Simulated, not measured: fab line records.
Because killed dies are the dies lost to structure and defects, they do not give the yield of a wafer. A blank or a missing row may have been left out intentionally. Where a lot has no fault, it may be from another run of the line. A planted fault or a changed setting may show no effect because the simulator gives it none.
The tool behind it: which one? || flow gf180mcu || 14 lots with 42 wafers sampled at 4 steps, on a route of 602 steps

WHAT THE GAUGES SHOWED, per wafer
GF_PSD_OVL_MEAS_08. Usual: PSD_OVL typically reads -0.3 nm, with standard deviation 1.8.
{"lot": "L264", "measured": "day 14 19:47", "on": "overlay-02", "PSD_OVL (nm)": "0.2 0.7 0.7", "flag": ""}
{"lot": "L265", "measured": "day 15 03:43", "on": "overlay-02", "PSD_OVL (nm)": "-3.1 -1.7 -1.5", "flag": ""}
{"lot": "L266", "measured": "day 15 07:38", "on": "overlay-02", "PSD_OVL (nm)": "-0.8 -2.3 -0.1", "flag": ""}
{"lot": "L267", "measured": "day 15 20:02", "on": "overlay-02", "PSD_OVL (nm)": "2.7 0.3 1.4", "flag": ""}
{"lot": "L269", "measured": "day 16 12:56", "on": "overlay-01", "PSD_OVL (nm)": "-1.0 0.5 -1.4", "flag": ""}
{"lot": "L270", "measured": "day 16 19:04", "on": "overlay-01", "PSD_OVL (nm)": "-2.2 -3.5 -3.8", "flag": ""}
{"lot": "L271", "measured": "day 17 02:13", "on": "overlay-01", "PSD_OVL (nm)": "-2.6 -1.1 -0.8", "flag": ""}
{"lot": "L272", "measured": "day 17 07:44", "on": "overlay-01", "PSD_OVL (nm)": "0.0 1.1 -0.8", "flag": ""}
{"lot": "L273", "measured": "day 17 19:37", "on": "overlay-02", "PSD_OVL (nm)": "0.0 -0.8 0.0", "flag": ""}
{"lot": "L274", "measured": "day 18 00:37", "on": "overlay-01", "PSD_OVL (nm)": "-0.6 -0.3 0.6", "flag": ""}
{"lot": "L280", "measured": "day 20 08:32", "on": "overlay-02", "PSD_OVL (nm)": "0.7 1.6 1.3", "flag": ""}
{"lot": "L281", "measured": "day 20 15:04", "on": "overlay-01", "PSD_OVL (nm)": "-3.4 -3.9 -3.9", "flag": ""}
{"lot": "L284", "measured": "day 21 13:22", "on": "overlay-02", "PSD_OVL (nm)": "0.4 -1.2 -1.9", "flag": ""}
{"lot": "L285", "measured": "day 22 09:27", "on": "overlay-02", "PSD_OVL (nm)": "2.5 3.4 3.1", "flag": ""}

GF_CONTACT_THK_MEAS_03. Usual: CONTACT_CVD_02_THK typically reads 857 nm, with standard deviation 10.
{"lot": "L264", "measured": "day 15 18:58", "on": "film_metro-02", "CONTACT_CVD_02_THK (nm)": "842 856 858", "flag": ""}
{"lot": "L265", "measured": "day 16 03:13", "on": "film_metro-03", "CONTACT_CVD_02_THK (nm)": "860 848 873", "flag": ""}
{"lot": "L266", "measured": "day 16 06:58", "on": "film_metro-04", "CONTACT_CVD_02_THK (nm)": "850 846 858", "flag": ""}
{"lot": "L267", "measured": "day 16 20:18", "on": "film_metro-02", "CONTACT_CVD_02_THK (nm)": "856 862 870", "flag": ""}
{"lot": "L269", "measured": "day 17 13:47", "on": "film_metro-03", "CONTACT_CVD_02_THK (nm)": "834 862 849", "flag": ""}
{"lot": "L270", "measured": "day 17 20:18", "on": "film_metro-03", "CONTACT_CVD_02_THK (nm)": "852 851 862", "flag": ""}
{"lot": "L271", "measured": "day 18 02:50", "on": "film_metro-04", "CONTACT_CVD_02_THK (nm)": "846 837 875", "flag": ""}
{"lot": "L272", "measured": "day 18 08:34", "on": "film_metro-02", "CONTACT_CVD_02_THK (nm)": "845 866 863", "flag": ""}
{"lot": "L273", "measured": "day 18 21:38", "on": "film_metro-03", "CONTACT_CVD_02_THK (nm)": "862 857 861", "flag": ""}
{"lot": "L274", "measured": "day 19 02:27", "on": "film_metro-02", "CONTACT_CVD_02_THK (nm)": "855 842 856", "flag": ""}
{"lot": "L280", "measured": "day 21 10:34", "on": "film_metro-03", "CONTACT_CVD_02_THK (nm)": "859 878 859", "flag": ""}
{"lot": "L281", "measured": "day 21 16:41", "on": "film_metro-04", "CONTACT_CVD_02_THK (nm)": "847 834 845", "flag": ""}
{"lot": "L284", "measured": "day 22 14:39", "on": "film_metro-02", "CONTACT_CVD_02_THK (nm)": "858 846 866", "flag": ""}
{"lot": "L285", "measured": "day 23 10:40", "on": "film_metro-03", "CONTACT_CVD_02_THK (nm)": "861 868 867", "flag": ""}

WHAT TOOL EACH LOT RAN ON (gives the tool, then ch and the chambers of the sampled wafers, and finally the start)
{"lot": "L264", "GF_SALICIDE_RTA_06": "rtp_anneal-01 ch 0, day 15 18:30", "GF_SALICIDE_RTA_08": "rtp_anneal-02 ch 0, day 15 18:41"}
{"lot": "L265", "GF_SALICIDE_RTA_06": "rtp_anneal-01 ch 0, day 16 02:44", "GF_SALICIDE_RTA_08": "rtp_anneal-02 ch 0, day 16 02:56"}
{"lot": "L266", "GF_SALICIDE_RTA_06": "rtp_anneal-02 ch 0, day 16 06:29", "GF_SALICIDE_RTA_08": "rtp_anneal-01 ch 0, day 16 06:41"}
{"lot": "L267", "GF_SALICIDE_RTA_06": "rtp_anneal-02 ch 0, day 16 19:51", "GF_SALICIDE_RTA_08": "rtp_anneal-01 ch 0, day 16 20:02"}
{"lot": "L269", "GF_SALICIDE_RTA_06": "rtp_anneal-02 ch 0, day 17 13:19", "GF_SALICIDE_RTA_08": "rtp_anneal-01 ch 0, day 17 13:32"}
{"lot": "L270", "GF_SALICIDE_RTA_06": "rtp_anneal-02 ch 0, day 17 19:50", "GF_SALICIDE_RTA_08": "rtp_anneal-01 ch 0, day 17 20:02"}
{"lot": "L271", "GF_SALICIDE_RTA_06": "rtp_anneal-01 ch 0, day 18 02:17", "GF_SALICIDE_RTA_08": "rtp_anneal-02 ch 0, day 18 02:34"}
{"lot": "L272", "GF_SALICIDE_RTA_06": "rtp_anneal-01 ch 0, day 18 08:02", "GF_SALICIDE_RTA_08": "rtp_anneal-02 ch 0, day 18 08:19"}
{"lot": "L273", "GF_SALICIDE_RTA_06": "rtp_anneal-02 ch 0, day 18 21:05", "GF_SALICIDE_RTA_08": "rtp_anneal-02 ch 0, day 18 21:22"}
{"lot": "L274", "GF_SALICIDE_RTA_06": "rtp_anneal-01 ch 0, day 19 01:58", "GF_SALICIDE_RTA_08": "rtp_anneal-02 ch 0, day 19 02:10"}
{"lot": "L280", "GF_SALICIDE_RTA_06": "rtp_anneal-02 ch 0, day 21 10:07", "GF_SALICIDE_RTA_08": "rtp_anneal-01 ch 0, day 21 10:19"}
{"lot": "L281", "GF_SALICIDE_RTA_06": "rtp_anneal-02 ch 0, day 21 16:13", "GF_SALICIDE_RTA_08": "rtp_anneal-01 ch 0, day 21 16:24"}
{"lot": "L284", "GF_SALICIDE_RTA_06": "rtp_anneal-01 ch 0, day 22 14:11", "GF_SALICIDE_RTA_08": "rtp_anneal-02 ch 0, day 22 14:23"}
{"lot": "L285", "GF_SALICIDE_RTA_06": "rtp_anneal-01 ch 0, day 23 10:11", "GF_SALICIDE_RTA_08": "rtp_anneal-02 ch 0, day 23 10:23"}
- GF_SALICIDE_RTA_06: time 30 s.
- GF_SALICIDE_RTA_08: time 30 s.

WHAT THE TOOLS THEMSELVES READ (means of the sampled wafers that have a number; where no wafer has one, the mark that the record gives instead)
GF_SALICIDE_RTA_06. Usual: lamp_power_pct 6.0 %, standard deviation 0.46; wafer_temp_C_max 532.2, standard deviation 0.7.
{"lot": "L264", "tool": "rtp_anneal-01", "lamp_power_pct (%)": 5.5, "wafer_temp_C_max": 532.0, "flag": ""}
{"lot": "L265", "tool": "rtp_anneal-01", "lamp_power_pct (%)": 5.5, "wafer_temp_C_max": 532.5, "flag": ""}
{"lot": "L266", "tool": "rtp_anneal-02", "lamp_power_pct (%)": 6.4, "wafer_temp_C_max": 531.8, "flag": ""}
{"lot": "L267", "tool": "rtp_anneal-02", "lamp_power_pct (%)": 6.4, "wafer_temp_C_max": 531.6, "flag": ""}
{"lot": "L269", "tool": "rtp_anneal-02", "lamp_power_pct (%)": 6.4, "wafer_temp_C_max": 531.9, "flag": ""}
{"lot": "L270", "tool": "rtp_anneal-02", "lamp_power_pct (%)": 6.4, "wafer_temp_C_max": 531.6, "flag": ""}
{"lot": "L271", "tool": "rtp_anneal-01", "lamp_power_pct (%)": 5.5, "wafer_temp_C_max": 532.4, "flag": ""}
{"lot": "L272", "tool": "rtp_anneal-01", "lamp_power_pct (%)": 5.5, "wafer_temp_C_max": 532.6, "flag": ""}
{"lot": "L273", "tool": "rtp_anneal-02", "lamp_power_pct (%)": 6.4, "wafer_temp_C_max": 531.8, "flag": ""}
{"lot": "L274", "tool": "rtp_anneal-01", "lamp_power_pct (%)": 5.5, "wafer_temp_C_max": 532.7, "flag": ""}
{"lot": "L280", "tool": "rtp_anneal-02", "lamp_power_pct (%)": 6.4, "wafer_temp_C_max": 531.8, "flag": ""}
{"lot": "L281", "tool": "rtp_anneal-02", "lamp_power_pct (%)": 6.4, "wafer_temp_C_max": 531.8, "flag": ""}
{"lot": "L284", "tool": "rtp_anneal-01", "lamp_power_pct (%)": 5.5, "wafer_temp_C_max": 532.8, "flag": ""}
{"lot": "L285", "tool": "rtp_anneal-01", "lamp_power_pct (%)": 5.5, "wafer_temp_C_max": 532.1, "flag": ""}

GF_SALICIDE_RTA_08. Usual: lamp_power_pct 16.6 %, standard deviation 1.3; wafer_temp_C_max 803.3, standard deviation 0.91.
{"lot": "L264", "tool": "rtp_anneal-02", "lamp_power_pct (%)": 17.8, "wafer_temp_C_max": 802.5, "flag": ""}
{"lot": "L265", "tool": "rtp_anneal-02", "lamp_power_pct (%)": 17.8, "wafer_temp_C_max": 802.9, "flag": ""}
{"lot": "L266", "tool": "rtp_anneal-01", "lamp_power_pct (%)": 15.3, "wafer_temp_C_max": 803.9, "flag": ""}
{"lot": "L267", "tool": "rtp_anneal-01", "lamp_power_pct (%)": 15.3, "wafer_temp_C_max": 803.9, "flag": ""}
{"lot": "L269", "tool": "rtp_anneal-01", "lamp_power_pct (%)": 15.3, "wafer_temp_C_max": 804.8, "flag": ""}
{"lot": "L270", "tool": "rtp_anneal-01", "lamp_power_pct (%)": 15.3, "wafer_temp_C_max": 804.1, "flag": ""}
{"lot": "L271", "tool": "rtp_anneal-02", "lamp_power_pct (%)": 17.8, "wafer_temp_C_max": 802.4, "flag": ""}
{"lot": "L272", "tool": "rtp_anneal-02", "lamp_power_pct (%)": 17.8, "wafer_temp_C_max": 802.8, "flag": ""}
{"lot": "L273", "tool": "rtp_anneal-02", "lamp_power_pct (%)": 17.8, "wafer_temp_C_max": 802.0, "flag": ""}
{"lot": "L274", "tool": "rtp_anneal-02", "lamp_power_pct (%)": 17.9, "wafer_temp_C_max": 802.8, "flag": ""}
{"lot": "L280", "tool": "rtp_anneal-01", "lamp_power_pct (%)": 24.6, "wafer_temp_C_max": 963.5, "flag": "OFF"}
{"lot": "L281", "tool": "rtp_anneal-01", "lamp_power_pct (%)": 24.6, "wafer_temp_C_max": 962.5, "flag": "OFF"}
{"lot": "L284", "tool": "rtp_anneal-02", "lamp_power_pct (%)": 17.8, "wafer_temp_C_max": 802.6, "flag": ""}
{"lot": "L285", "tool": "rtp_anneal-02", "lamp_power_pct (%)": 17.8, "wafer_temp_C_max": 802.1, "flag": ""}

THE ANSWER, worked out from the rows above alone
Rule: lot off if the mean of its wafers having a number is beyond 3 standard deviations from the usual mean. Also off: a lot with no number at a reading for which 4 or more lots have one. Where the step has rows for the other lots, those lots are counted as sound. The gauges are gone through in route order, then the tools' own readings, and for those a lot's mean is taken as printed above. The first step at which some lot is off is used, and at that step the reading that is off furthest; a lot without a number counts as furthest.
Off, at GF_SALICIDE_RTA_08 on wafer_temp_C_max: L280, L281.
A tool fits if, at that step or a process step before it, it ran every lot that is off, and no sound lot after the first of them. 2 tools fit, rtp_anneal-02 at GF_SALICIDE_RTA_06 and rtp_anneal-01 at GF_SALICIDE_RTA_08, so this cannot tell which one it is.

WHAT THE SIMULATOR PUT IN
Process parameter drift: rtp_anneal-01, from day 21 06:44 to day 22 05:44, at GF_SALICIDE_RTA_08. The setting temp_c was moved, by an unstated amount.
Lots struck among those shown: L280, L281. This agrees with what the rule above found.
